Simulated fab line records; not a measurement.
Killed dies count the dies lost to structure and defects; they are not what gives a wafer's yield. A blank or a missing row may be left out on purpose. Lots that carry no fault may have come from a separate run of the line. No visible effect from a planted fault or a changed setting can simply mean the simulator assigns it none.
fab line records ; flow sky130
record lots=6; wafers=18; lastDay=50
route steps=708 shown GATE_OXIDE@192 POLY_GATE@204 RES_PROTECT@206 PAD_OPEN@708
lots that met no fault: from a run of the same line without faults
startH: hours from the record's first day to the start of the lot's first wafer shown ; waitH: how many hours have passed since the lot's step before this one ; " unchanged from the row above ; L1.1+2: one row covering several wafers at once ; - either no value or no given start ; * or withheld: withheld ; < > ~ a bound
route shown NAME@n: NAME is a module with steps in the file, n the number in the route of the first one ; usual: mean and standard deviation over wafers with no fault ; same: alike in all rows ; chamber/n: place in a boat ; sites: each site's reading ; _std_site: standard deviation across them ; _edge_site: the outer-site mean with the inner-site mean subtracted ; radiusMm: for every site, how far away it sits from the centre of the wafer ; mask NAME#n: copy n ; behind: the last tool/chamber to shape the wafer ; hold: what put the lot on hold/how long, in hours/how the hold closed ; device: whichever transistor did not switch (one of n, p or np) ; end of line: the tests these same wafers got at the end of their route ; a step given without rows: its recipe and nothing more ; killed: dies lost to structure and defects at the first sort, not the wafer's yield ; map: a wafer's dies, marking killed ones x, the rest . and places with no die _
set.NAME: setting as actually run; set.NAME@STEP: the setting as run at that earlier step ; model.NAME: the simulator's own value behind a step, which no gauge read
lots at some steps of the route; a table a step, a row a wafer
services: the hour from which a tool's chamber was out of use, counted from the record's first day as startH (under 0 if before that day), plus the number of hours and why
## steps
# step SKY_GATE_OXIDE_COAT_05
# recipe resist=NOVOLAK; spinRpm=3000; resistThkNm=1140
# step SKY_GATE_OXIDE_SOFTBAKE_06
# recipe tempC=90; timeS=58.68; resist=NOVOLAK
# step SKY_GATE_OXIDE_EXPOSE_07
# recipe maskId=LVOM; na=0.6; sourceShape=conventional; sigmaOuter=0.6; polarization=unpolarized; targetCdNm=600; doseMj=170
# step SKY_GATE_OXIDE_PEB_08
# recipe tempC=withheld; timeS=*; resist=NOVOLAK
# step SKY_GATE_OXIDE_DEVELOP_09
# recipe resist=NOVOLAK; developer=TMAH; developTimeS=60; devTempC=23
# step SKY_GATE_OXIDE_OVL_MEAS_10
# usual GATE_OXIDE_OVL=0.8/1.4
lot.wafer;tool;chamber;startH;waitH;GATE_OXIDE_OVL[nm]
L321.4;overlay-02;-;325.75;0.1;0.0
L321.5;overlay-02;-;325.75;0.1;2.2
L321.6;overlay-02;-;325.75;0.1;2.3
L324.3;overlay-01;-;349.54;0.1;1.8
L324.5;overlay-01;-;349.54;0.1;-0.2
L324.6;overlay-01;-;349.54;0.1;0.8
L332.1;overlay-01;-;414.38;0.1;0.6
L332.2;overlay-01;-;414.38;0.1;3.0
L332.4;overlay-01;-;414.38;0.1;-0.4
L333.3;overlay-02;-;425.49;0.1;0.7
L333.4;overlay-02;-;425.49;0.1;0.5
L333.5;overlay-02;-;425.49;0.1;-1.2
L341.1;overlay-02;-;501.18;0.1;-0.1
L341.4;overlay-02;-;501.18;0.1;0.3
L341.6;overlay-02;-;501.18;0.1;1.2
L342.4;overlay-01;-;503.69;0.1;3.1
L342.5;overlay-01;-;503.69;0.1;2.5
L342.6;overlay-01;-;503.69;0.1;4.6
# step SKY_GATE_OXIDE_IMPLANT_11
# recipe species=B; energyKev=10; doseCm2=2.6e+12; tiltDeg=withheld
# step SKY_GATE_OXIDE_WET_ETCH_12
# recipe chemistry=dHF; targetDepthNm=16.8; dry=n2Spin; target=SiO2; dilution=100:1; tempC=25; timeS=336
# step SKY_GATE_OXIDE_STRIP_13
# recipe chemistry=O2/N2; powerW=1400; pressureMtorr=1500; platenTempC=withheld; o2FlowSccm=3000; n2FlowSccm=300; overashFraction=0.5
# usual drypumpMotorCurrentA=6.1/0.5; oesProductAu=0.716/0.0044; stripTimeToEndpointS=14.19/0.039
lot.wafer;tool;chamber;startH;waitH;drypumpMotorCurrentA;oesProductAu;rfHoursCounterH;stripTimeToEndpointS
L321.4;plasmaAsher-03;1;326.10;0.0;6.3;0.721;-;14.18
L321.5;plasmaAsher-03;0;326.10;0.0;5.2;0.717;-;14.21
L321.6;plasmaAsher-03;1;326.10;0.0;6.3;0.717;-;14.23
L324.3;plasmaAsher-04;0;349.86;0.0;6.2;0.714;-;14.21
L324.5;plasmaAsher-04;0;349.86;0.0;6.2;0.719;-;14.18
L324.6;plasmaAsher-04;1;349.86;0.0;6.7;0.711;-;14.23
L332.1;plasmaAsher-03;0;414.68;0.0;5.2;0.717;60;14.21
L332.2;plasmaAsher-03;1;414.68;0.0;6.3;0.712;60;14.24
L332.4;plasmaAsher-03;0;414.68;0.0;5.2;0.713;-;14.16
L333.3;plasmaAsher-04;0;425.81;0.0;6.2;0.714;-;14.23
L333.4;plasmaAsher-04;1;425.81;0.0;6.6;0.721;-;14.25
L333.5;plasmaAsher-04;1;425.81;0.0;6.7;0.715;-;14.22
L341.1;plasmaAsher-04;1;501.48;0.0;6.7;0.720;83;14.16
L341.4;plasmaAsher-04;0;501.48;0.0;6.2;0.716;-;14.20
L341.6;plasmaAsher-04;0;501.48;0.0;6.2;0.712;-;14.21
L342.4;plasmaAsher-01;1;504.00;0.0;6.1;0.711;-;14.26
L342.5;plasmaAsher-01;1;504.00;0.0;6.1;0.723;-;14.18
L342.6;plasmaAsher-01;0;504.00;0.0;5.5;0.711;-;14.18
# step SKY_GATE_OXIDE_TW_MEAS_14
# usual GATE_OXIDE_TW=225.3/0.97
lot.wafer;tool;chamber;startH;waitH;GATE_OXIDE_TW
L321.4;filmMetro-04;-;326.20;0.1;226.5
L321.5;filmMetro-04;-;326.20;0.1;226.6
L321.6;filmMetro-04;-;326.20;0.1;226.6
L324.3;filmMetro-01;-;349.94;0.1;225.5
L324.5;filmMetro-01;-;349.94;0.1;225.2
L324.6;filmMetro-01;-;349.94;0.1;223.2
L332.1;filmMetro-01;-;414.78;0.1;225.2
L332.2;filmMetro-01;-;414.78;0.1;225.9
L332.4;filmMetro-01;-;414.78;0.1;226.3
L333.3;filmMetro-02;-;425.89;0.1;225.0
L333.4;filmMetro-02;-;425.89;0.1;225.1
L333.5;filmMetro-02;-;425.89;0.1;224.8
L341.1;filmMetro-02;-;501.58;0.1;225.1
L341.4;filmMetro-02;-;501.58;0.1;225.3
L341.6;filmMetro-02;-;501.58;0.1;226.3
L342.4;filmMetro-02;-;504.09;0.1;226.5
L342.5;filmMetro-02;-;504.09;0.1;224.0
L342.6;filmMetro-02;-;504.09;0.1;223.0
# step SKY_GATE_OXIDE_CLEAN_15
# recipe chemistry=SC1/SC2; mix=1:4:20; tempC=70; timeS=150; dry=n2Spin
# step SKY_GATE_OXIDE_OXIDATION_16
# recipe tempC=800; ambient=O2; idleTempC=700; rampUpCPerMin=10; rampDownCPerMin=3; stabiliseS=600; purgeS=300; targetThkA=35.7; oxTimeS=1915
# step SKY_POLY_GATE_CVD_00
# recipe material=poly-Si; targetThkNm=180; tempC=620; timeS=720; pressureMtorr=200
# usual spikeTcCentreC=620.3/0.9; spikeTcLowerC=620.5/1.3
lot.wafer;tool;chamber;startH;waitH;spikeTcCentreC;spikeTcLowerC;model.poly-Si_of_POLY_GATE_CVD_00.thkNm
L321.4;lpcvd-01;0;331.10;0.0;619.0;620.6;180.3
L321.5;lpcvd-01;0;331.10;0.0;620.3;620.6;179.1
L321.6;lpcvd-01;0;331.10;0.0;618.7;622.7;179.9
L324.3;lpcvd-01;1;351.56;0.0;618.9;620.0;176.6
L324.5;lpcvd-01;1;351.56;0.0;619.7;620.2;179.5
L324.6;lpcvd-01;1;351.56;0.0;622.2;617.2;179.3
L332.1;lpcvd-01;1;419.51;0.0;619.9;620.2;254.4
L332.2;lpcvd-01;1;419.51;0.0;621.1;619.6;254.7
L332.4;lpcvd-01;1;419.51;0.0;621.2;617.9;255.2
L333.3;lpcvd-01;1;429.56;0.0;620.4;618.2;254.9
L333.4;lpcvd-01;1;429.56;0.0;620.2;619.8;255.6
L333.5;lpcvd-01;1;429.56;0.0;620.2;618.1;255.4
L341.1;lpcvd-01;1;503.22;0.0;621.0;619.6;178.1
L341.4;lpcvd-01;1;503.22;0.0;620.2;620.3;178.4
L341.6;lpcvd-01;1;503.22;0.0;620.6;619.9;178.7
L342.4;lpcvd-01;1;505.71;0.0;619.7;619.6;177.5
L342.5;lpcvd-01;1;505.71;0.0;620.7;619.2;176.9
L342.6;lpcvd-01;1;505.71;0.0;620.8;621.1;176.3
# step SKY_POLY_GATE_THK_MEAS_01
# recipe reads=poly-Si_of_POLY_GATE_CVD_00
# usual POLY_GATE_CVD_00_THK=180.3/1.6
lot.wafer;tool;chamber;startH;waitH;POLY_GATE_CVD_00_THK[nm]
L321.4;filmMetro-02;-;332.33;0.0;180.4
L321.5;filmMetro-02;-;332.33;0.0;179.2
L321.6;filmMetro-02;-;332.33;0.0;180.0
L324.3;filmMetro-03;-;352.78;0.0;176.6
L324.5;filmMetro-03;-;352.78;0.0;179.6
L324.6;filmMetro-03;-;352.78;0.0;179.4
L332.1;filmMetro-01;-;420.71;0.0;254.4
L332.2;filmMetro-01;-;420.71;0.0;254.8
L332.4;filmMetro-01;-;420.71;0.0;255.2
L333.3;filmMetro-02;-;431.38;0.0;254.9
L333.4;filmMetro-02;-;431.38;0.0;255.7
L333.5;filmMetro-02;-;431.38;0.0;255.2
L341.1;filmMetro-01;-;504.42;0.0;178.1
L341.4;filmMetro-01;-;504.42;0.0;178.4
L341.6;filmMetro-01;-;504.42;0.0;178.7
L342.4;filmMetro-03;-;506.94;0.0;177.5
L342.5;filmMetro-03;-;506.94;0.0;176.9
L342.6;filmMetro-03;-;506.94;0.0;176.3
# step SKY_RES_PROTECT_DEHYDRATE_00
# recipe tempC=200; timeS=60
# step SKY_RES_PROTECT_HMDS_01
# recipe primeTimeS=60; primeTempC=120
# step SKY_RES_PROTECT_COAT_02
# recipe resist=NOVOLAK; spinRpm=3000; resistThkNm=1140
# step SKY_RES_PROTECT_SOFTBAKE_03
# recipe tempC=90; timeS=60; resist=NOVOLAK
# step SKY_RES_PROTECT_EXPOSE_04
# recipe maskId=RPM; na=0.6; sourceShape=conventional; sigmaOuter=0.6; polarization=unpolarized; targetCdNm=1270; doseMj=131
# step SKY_RES_PROTECT_PEB_05
# recipe tempC=withheld; timeS=*; resist=NOVOLAK
# step SKY_RES_PROTECT_DEVELOP_06
# recipe resist=NOVOLAK; developer=TMAH; developTimeS=60; devTempC=23
# step SKY_POLY_GATE_IMPLANT_02
# recipe species=P; energyKev=30; doseCm2=7.812e+15; tiltDeg=0
# step SKY_RES_PROTECT_STRIP_07
# recipe chemistry=O2/N2; powerW=1400; pressureMtorr=1500; platenTempC=withheld; o2FlowSccm=3000; n2FlowSccm=300; overashFraction=0.5
# usual drypumpMotorCurrentA=5.9/0.38; oesProductAu=0.517/0.0047; stripTimeToEndpointS=23.36/0.04
lot.wafer;tool;chamber;startH;waitH;drypumpMotorCurrentA;oesProductAu;rfHoursCounterH;stripTimeToEndpointS
L321.4;plasmaAsher-01;0;359.82;0.1;5.5;0.522;-;23.38
L321.5;plasmaAsher-01;0;359.82;0.1;5.5;0.515;-;23.32
L321.6;plasmaAsher-01;1;359.82;0.1;6.1;0.513;-;23.34
L324.3;plasmaAsher-04;0;381.22;0.1;6.2;0.526;-;23.28
L324.5;plasmaAsher-04;1;381.22;0.1;6.6;0.510;-;23.27
L324.6;plasmaAsher-04;0;381.22;0.1;6.2;0.516;-;23.25
L332.1;plasmaAsher-01;1;450.44;0.1;6.2;0.517;35;23.36
L332.2;plasmaAsher-01;0;450.44;0.1;5.5;0.527;35;23.36
L332.4;plasmaAsher-01;0;450.44;0.1;5.5;0.512;-;23.39
L333.3;plasmaAsher-02;0;462.82;0.1;5.6;0.523;-;23.32
L333.4;plasmaAsher-02;1;462.82;0.1;5.8;0.513;-;23.33
L333.5;plasmaAsher-02;1;462.82;0.1;5.8;0.517;-;23.37
L341.1;plasmaAsher-01;0;534.74;0.1;5.5;0.519;43;23.36
L341.4;plasmaAsher-01;1;534.74;0.1;6.1;0.513;-;23.43
L341.6;plasmaAsher-01;1;534.74;0.1;6.1;0.523;-;23.38
L342.4;plasmaAsher-01;0;537.77;0.1;5.5;0.512;-;23.36
L342.5;plasmaAsher-01;1;537.77;0.1;6.1;0.506;-;23.27
L342.6;plasmaAsher-01;0;537.77;0.1;5.5;0.517;-;23.29
# step SKY_RES_PROTECT_TW_MEAS_08
# usual POLY_GATE_TW=4058/21
lot.wafer;tool;chamber;startH;waitH;POLY_GATE_TW
L321.4;filmMetro-01;-;359.92;0.1;4031
L321.5;filmMetro-01;-;359.92;0.1;4051
L321.6;filmMetro-01;-;359.92;0.1;4057
L324.3;filmMetro-01;-;381.31;0.1;4047
L324.5;filmMetro-01;-;381.31;0.1;4035
L324.6;filmMetro-01;-;381.31;0.1;4039
L332.1;filmMetro-04;-;450.54;0.1;4059
L332.2;filmMetro-04;-;450.54;0.1;4073
L332.4;filmMetro-04;-;450.54;0.1;4056
L333.3;filmMetro-04;-;462.91;0.1;4070
L333.4;filmMetro-04;-;462.91;0.1;4055
L333.5;filmMetro-04;-;462.91;0.1;4036
L341.1;filmMetro-01;-;534.84;0.1;4075
L341.4;filmMetro-01;-;534.84;0.1;4072
L341.6;filmMetro-01;-;534.84;0.1;4067
L342.4;filmMetro-03;-;537.87;0.1;4050
L342.5;filmMetro-03;-;537.87;0.1;4062
L342.6;filmMetro-03;-;537.87;0.1;4064
# step SKY_RES_PROTECT_CLEAN_09
# recipe chemistry=SC1/SC2; mix=1:4:20; tempC=70; timeS=150; dry=n2Spin
# usual bathHeatDutyPct=13.7/1.5
lot.wafer;tool;chamber;startH;waitH;bathHeatDutyPct;model.poly-Si_of_POLY_GATE_CVD_00.thkNm
L321.4;wetBench-03;0;359.95;0.0;13.7;179.7
L321.5;wetBench-03;0;359.95;0.0;13.3;178.5
L321.6;wetBench-03;0;359.95;0.0;13.9;179.3
L324.3;wetBench-01;2;381.35;0.0;13.9;175.9
L324.5;wetBench-01;2;381.35;0.0;13.8;178.8
L324.6;wetBench-01;2;381.35;0.0;13.6;178.7
L332.1;wetBench-04;1;450.60;0.1;12.5;253.8
L332.2;wetBench-04;1;450.60;0.1;12.7;254.1
L332.4;wetBench-04;1;450.60;0.1;12.2;254.5
L333.3;wetBench-03;3;462.95;0.0;16.6;254.2
L333.4;wetBench-03;3;462.95;0.0;17.4;255
L333.5;wetBench-03;3;462.95;0.0;17.5;254.8
L341.1;wetBench-01;2;534.90;0.1;13.1;177.4
L341.4;wetBench-01;2;534.90;0.1;14.4;177.7
L341.6;wetBench-01;2;534.90;0.1;13.8;178.1
L342.4;wetBench-04;1;537.90;0.0;12.7;176.9
L342.5;wetBench-04;1;537.90;0.0;12.8;176.3
L342.6;wetBench-04;1;537.90;0.0;12.6;175.6
# step SKY_POLY_GATE_CVD_03
# recipe material=Si3N4; precursor=DCS/NH3; targetThkNm=75; tempC=770; timeS=1290; pressureMtorr=250
# step SKY_PAD_OPEN_PROBE_99
lot.wafer;tool;chamber;startH;waitH;model.etest.resXhighPo.lineOhmUm;model.etest.resXhighPo.rsOhmSq;model.etest.tipSonos.rsOhmSq;model.etest.resHighPo.lineOhmUm;model.etest.liconHighPo.rcOhm;model.etest.resPoly.lineOhmUm;model.etest.resHighPo.rsOhmSq;model.etest.liconPoly.rcOhm
L321.4;prober-02;-;1093.10;0.2;5640;1980;2683;752.6;343.7;525.8;257.5;152.1
L321.5;prober-02;-;1093.15;0.2;5652;1991;2766;749;353.3;506.2;263.3;149
L321.6;prober-02;-;1093.20;0.2;5519;1960;2739;743.3;349.4;499.1;258;149.1
L324.3;prober-01;-;1105.76;0.2;5950;2050;2677;772.1;365.9;550.1;267.4;152.1
L324.5;prober-01;-;1105.86;0.2;5801;2072;2735;753.7;358.6;502;265;151
L324.6;prober-01;-;1105.91;0.2;6019;2113;2703;773.8;358.4;526.1;270.7;148
L332.1;prober-01;-;1150.42;0.1;7017;2564;2852;651.6;457.4;406.7;229.4;176.1
L332.2;prober-01;-;1150.47;0.1;6262;2266;2815;612.5;426.4;384.1;216.9;173.4
L332.4;prober-01;-;1150.57;0.2;6742;2380;2782;630;426.2;397.8;222.3;170.9
L333.3;prober-02;-;1158.07;0.2;6731;2328;2953;618;418.1;416.9;217.3;168.6
L333.4;prober-02;-;1158.12;0.2;6613;2379;2912;618;426.4;395.1;219.9;169.5
L333.5;prober-02;-;1158.17;0.2;6830;2354;2966;632.5;416.3;413.2;218.6;173.9
L341.1;prober-02;-;1199.36;0.1;5957;2041;2571;767.4;360.5;554.3;266.1;155.2
L341.4;prober-02;-;1199.51;0.2;5983;2040;2487;755.3;353.9;536.7;263.4;154.1
L341.6;prober-02;-;1199.61;0.2;5781;2003;2597;754.2;347.2;544.1;260.1;152.1
L342.4;prober-01;-;1200.41;0.2;5766;2004;2627;752.9;339.4;526;263.1;142.3
L342.5;prober-01;-;1200.46;0.2;5775;1994;2603;753.4;345.9;517.5;265.2;151.3
L342.6;prober-01;-;1200.51;0.2;5886;2032;2616;767.9;337.2;537.3;266.4;145.4
# killed by level:class
L321.4 CONTACT:geometricParticle:open=16 LI_CONTACT:geometricParticle:open=8 VIA3:geometricParticle:open=7 VIA1:geometricParticle:short=6 POLY_GATE:geometricParticle:open=5 METAL1:geometricParticle:short=5 CONTACT:geometricParticle:short=5 POLY_GATE:geometricParticle:short=4
L321.5 CONTACT:geometricParticle:open=9 VIA1:geometricParticle:open=8 VIA1:geometricParticle:short=8 VIA2:geometricParticle:open=7 VIA3:geometricParticle:open=6 METAL1:geometricParticle:short=6 METAL2:geometricParticle:short=5 FIELD_ISO:geometricParticle:open=4
L321.6 VIA1:geometricParticle:open=15 VIA3:geometricParticle:open=10 VIA2:geometricParticle:open=8 CONTACT:geometricParticle:open=7 LI_CONTACT:geometricParticle:open=6 METAL1:geometricParticle:short=4 FIELD_ISO:geometricParticle:open=3 VIA1:geometricParticle:short=3
L324.3 VIA1:geometricParticle:open=16 VIA3:geometricParticle:open=9 VIA2:geometricParticle:open=7 LOCAL_INTERCONNECT:geometricParticle:short=5 VIA1:geometricParticle:short=5 FIELD_ISO:geometricParticle:open=4 POLY_GATE:geometricParticle:open=4 METAL2:geometricParticle:short=4
L324.5 VIA1:geometricParticle:open=14 CONTACT:geometricParticle:open=9 VIA2:geometricParticle:open=8 POLY_GATE:geometricParticle:open=6 LOCAL_INTERCONNECT:geometricParticle:short=6 VIA3:geometricParticle:open=6 POLY_GATE:geometricParticle:short=5 FIELD_ISO:geometricParticle:open=4
L324.6 CONTACT:geometricParticle:open=12 FIELD_ISO:geometricParticle:open=9 VIA3:geometricParticle:open=8 POLY_GATE:geometricParticle:short=6 VIA1:geometricParticle:short=6 VIA1:geometricParticle:open=6 FIELD_ISO:geometricParticle:short=5 POLY_GATE:geometricParticle:open=5
L341.1 LOCAL_INTERCONNECT:geometricParticle:short=12 VIA1:geometricParticle:open=11 CONTACT:geometricParticle:open=9 METAL2:geometricParticle:short=8 VIA2:geometricParticle:open=6 VIA1:geometricParticle:short=6 VIA3:geometricParticle:open=6 FIELD_ISO:geometricParticle:open=5
L341.4 VIA1:geometricParticle:open=9 CONTACT:geometricParticle:open=7 LI_CONTACT:geometricParticle:open=6 VIA2:geometricParticle:open=6 VIA3:geometricParticle:open=5 FIELD_ISO:geometricParticle:open=4 LOCAL_INTERCONNECT:geometricParticle:short=4 POLY_GATE:geometricParticle:open=3
L341.6 LI_CONTACT:geometricParticle:open=9 CONTACT:geometricParticle:open=9 VIA2:geometricParticle:open=7 METAL1:geometricParticle:short=5 VIA3:geometricParticle:open=5 LOCAL_INTERCONNECT:geometricParticle:short=4 CONTACT:geometricParticle:short=4 VIA2:geometricParticle:short=4
L342.4 CONTACT:geometricParticle:open=11 VIA2:geometricParticle:open=8 METAL2:geometricParticle:short=7 VIA3:geometricParticle:open=7 LOCAL_INTERCONNECT:geometricParticle:short=5 VIA1:geometricParticle:open=5 LI_CONTACT:geometricParticle:open=4 CONTACT:geometricParticle:short=4
L342.5 VIA1:geometricParticle:open=13 LI_CONTACT:geometricParticle:open=7 CONTACT:geometricParticle:open=6 VIA2:geometricParticle:open=6 CONTACT:geometricParticle:short=4 FIELD_ISO:geometricParticle:open=3 POLY_GATE:geometricParticle:short=3 METAL1:geometricParticle:short=3
L342.6 VIA1:geometricParticle:open=10 VIA2:geometricParticle:open=9 METAL1:geometricParticle:short=9 CONTACT:geometricParticle:open=8 METAL2:geometricParticle:short=7 LI_CONTACT:geometricParticle:open=5 VIA3:geometricParticle:open=5 FIELD_ISO:geometricParticle:open=4
## services
tool;chamber;startH;hours;kind
wetBench-01;-;302.39;2.3;repair
plasmaAsher-03;-;352.82;8.9;repair
wetBench-01;-;359.09;2.7;repair
plasmaAsher-03;-;364.48;7.3;repair
lpcvd-01;-;369.68;14.6;pm
plasmaAsher-04;-;384.16;4.2;repair
plasmaAsher-02;-;385.04;21.0;repair
wetBench-04;-;411.95;0.5;repair
plasmaAsher-02;-;421.25;9.0;pm
plasmaAsher-02;0;421.25;9.0;ventCycle
plasmaAsher-02;1;421.25;9.0;ventCycle
plasmaAsher-02;0;430.25;-;clean
plasmaAsher-02;1;430.25;-;clean
plasmaAsher-01;-;458.78;8.1;repair
plasmaAsher-03;-;475.92;3.0;repair
plasmaAsher-03;-;492.63;7.9;repair
plasmaAsher-02;-;512.16;2.7;pm
wetBench-01;-;512.73;7.6;repair
## key
firstSign step=SKY_POLY_GATE_THK_MEAS_01; reading=POLY_GATE_CVD_00_THK; direction=up; sigmas=48; usual=180.3; struck=255.0
effect none on later readings
modelEffect step=SKY_POLY_GATE_CVD_00; value=poly-Si_of_POLY_GATE_CVD_00.thkNm; without=180.6; struck=255
modelEffect step=SKY_RES_PROTECT_CLEAN_09; value=poly-Si_of_POLY_GATE_CVD_00.thkNm; without=179.9; struck=254.4
modelEffect step=SKY_PAD_OPEN_PROBE_99; value=etest.resXhighPo.lineOhmUm; without=5554; struck=6699
metAt SKY_POLY_GATE_CVD_00
struckWafers L332.1,L332.2,L332.4,L333.3,L333.4,L333.5
laterRowsLeftOut L332.1,L332.2,L332.4,L333.3,L333.4,L333.5
sortLeftOut L332.1,L332.2,L332.4,L333.3,L333.4,L333.5
testerLeftOut L332,L333
onsetBetween 351.56 419.51
fault kind=processParameterDrift; tool=lpcvd-01; chamber=1; onsetH=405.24; steps=SKY_POLY_GATE_CVD_00; channel=targetThkNm; offset=74.482; shape=step; endH=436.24; stated=180
# testerLeftOut: of these lots the tester's yield and bins aren't shown, on N5 and GAA mostly nor the transistor test; their killed dies are dies lost to structure and defects alone, not to doping, threshold or leakage, so they don't give the yield
# sortLeftOut: the simulated sort isn't trusted on such a fault, so these wafers' sort isn't shown, and their yield isn't known
# laterRowsLeftOut: the simulator's readings of these wafers behind a module that went badly wrong aren't trusted and aren't shown, but for the sort
